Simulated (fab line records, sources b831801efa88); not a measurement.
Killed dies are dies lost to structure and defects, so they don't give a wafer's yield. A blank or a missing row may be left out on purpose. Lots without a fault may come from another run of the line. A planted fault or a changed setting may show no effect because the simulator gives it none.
Which tool did it? | flow sky130 | 14 lots, 42 wafers sampled, at 3 steps of a route of 708

WHAT THE GAUGES READ, wafer by wafer
SKY_SONOS_TUNNEL_TW_MEAS_12. Usual: SONOS_TUNNEL_TW 195.7, standard deviation 1.4.
lot  | measured     | on            | SONOS_TUNNEL_TW   | flag
L688 | day 12 16:45 | film_metro-04 | 194.7 194.8 194.7 |
L689 | day 12 20:57 | film_metro-04 | 194.9 195.0 195.0 |
L690 | day 13 08:43 | film_metro-04 | 194.7 195.1 195.6 |
L692 | day 13 14:38 | film_metro-02 | 196.6 197.4 197.4 |
L693 | day 14 01:16 | film_metro-04 | 195.5 195.0 195.1 |
L694 | day 14 05:53 | film_metro-01 | 192.6 193.1 193.4 |
L695 | day 14 17:34 | film_metro-02 | 196.9 197.7 195.5 |
L696 | day 14 23:06 | film_metro-02 | 196.3 196.6 196.6 |
L697 | day 15 06:59 | film_metro-01 | 194.9 194.4 193.6 |
L698 | day 15 13:18 | film_metro-02 | 196.2 196.7 195.4 |
L699 | day 15 20:19 | film_metro-02 | 196.7 197.6 197.8 |
L702 | day 16 15:59 | film_metro-04 | 195.4 195.0 195.2 |
L703 | day 17 02:13 | film_metro-02 | 195.9 196.4 197.1 |
L707 | day 18 21:36 | film_metro-01 | 193.3 195.0 195.9 |

SKY_GATE_OXIDE_TW_MEAS_14. Usual: GATE_OXIDE_TW 223.5, standard deviation 2.
lot  | measured     | on            | GATE_OXIDE_TW     | flag
L688 | day 15 04:38 | film_metro-03 | 224.0 224.4 224.8 |
L689 | day 15 07:06 | film_metro-02 | 223.1 224.2 223.5 |
L690 | day 16 00:04 | film_metro-02 | 223.1 224.5 222.9 |
L692 | day 16 09:38 | film_metro-03 | 226.5 225.2 225.7 |
L693 | day 16 14:52 | film_metro-04 | 222.7 221.2 221.8 |
L694 | day 16 20:40 | film_metro-02 | 222.8 222.5 222.7 |
L695 | day 17 07:49 | film_metro-03 | 227.0 225.2 225.3 |
L696 | day 17 12:38 | film_metro-03 | 225.8 226.4 226.5 |
L697 | day 17 22:39 | film_metro-04 | 220.9 221.7 221.9 |
L698 | day 18 08:52 | film_metro-03 | 226.1 226.0 224.9 |
L699 | day 18 17:48 | film_metro-04 | 220.2 220.7 221.6 |
L702 | day 19 16:48 | film_metro-03 | 224.7 225.1 223.0 |
L703 | day 20 06:22 | film_metro-02 | 222.3 222.8 222.4 |
L707 | day 21 20:04 | film_metro-03 | 226.7 225.1 225.3 |

SKY_POLY_GATE_THK_MEAS_21. Usual: POLY_GATE_OXIDATION_THK 3.99 nm, standard deviation 0.066.
lot  | measured     | on            | POLY_GATE_OXIDATION_THK (nm) | flag
L688 | day 17 21:41 | film_metro-03 | 3.93 3.94 3.93               |
L689 | day 18 03:28 | film_metro-03 | 4.08 4.02 4.10               |
L690 | day 18 18:53 | film_metro-03 | 4.00 4.02 4.00               |
L692 | day 19 03:02 | film_metro-02 | 4.13 4.06 4.08               |
L693 | day 19 08:38 | film_metro-01 | 4.01 4.03 4.03               |
L694 | day 19 21:11 | film_metro-03 | 4.09 4.04 3.98               |
L695 | day 20 10:46 | film_metro-01 | 4.06 4.06 4.02               |
L696 | day 20 10:47 | film_metro-02 | 4.00 4.03 3.98               |
L697 | day 21 00:07 | film_metro-01 | 4.08 4.08 4.03               |
L698 | day 21 08:32 | film_metro-02 | 3.94 3.97 3.91               |
L699 | day 21 15:36 | film_metro-03 | 3.98 3.93 3.94               |
L702 | day 22 11:53 | film_metro-01 | 4.01 4.03 4.09               |
L703 | day 23 02:22 | film_metro-01 | 4.12 4.00 4.09               |
L707 | day 24 14:29 | film_metro-02 | 3.93 3.86 3.88               |

WHICH TOOL RAN EACH LOT (tool, then ch and the chambers of the sampled wafers, then the start)
The record holds no process step before these readings.

WHAT THE TOOLS THEMSELVES READ (means of the sampled wafers that have a number; where no wafer has one, the mark that the record gives instead)
The record holds no such reading with a usual standard deviation.

THE ANSWER, worked out from the rows above alone
Rule: a lot is off if the mean of its wafers that have a number lies more than 3 standard deviations from the usual mean. A lot without any number at a reading at which 4 lots or more have one is off too. The other lots that the step has rows for count as sound. The gauges are gone through in route order, then the tools' own readings, and for those a lot's mean is taken as printed above. The first step at which some lot is off is used, and at that step the reading that is off furthest; a lot without a number counts as furthest.
No lot is off at any reading shown: from this, nothing can be told.

WHAT THE SIMULATOR HAD PUT IN
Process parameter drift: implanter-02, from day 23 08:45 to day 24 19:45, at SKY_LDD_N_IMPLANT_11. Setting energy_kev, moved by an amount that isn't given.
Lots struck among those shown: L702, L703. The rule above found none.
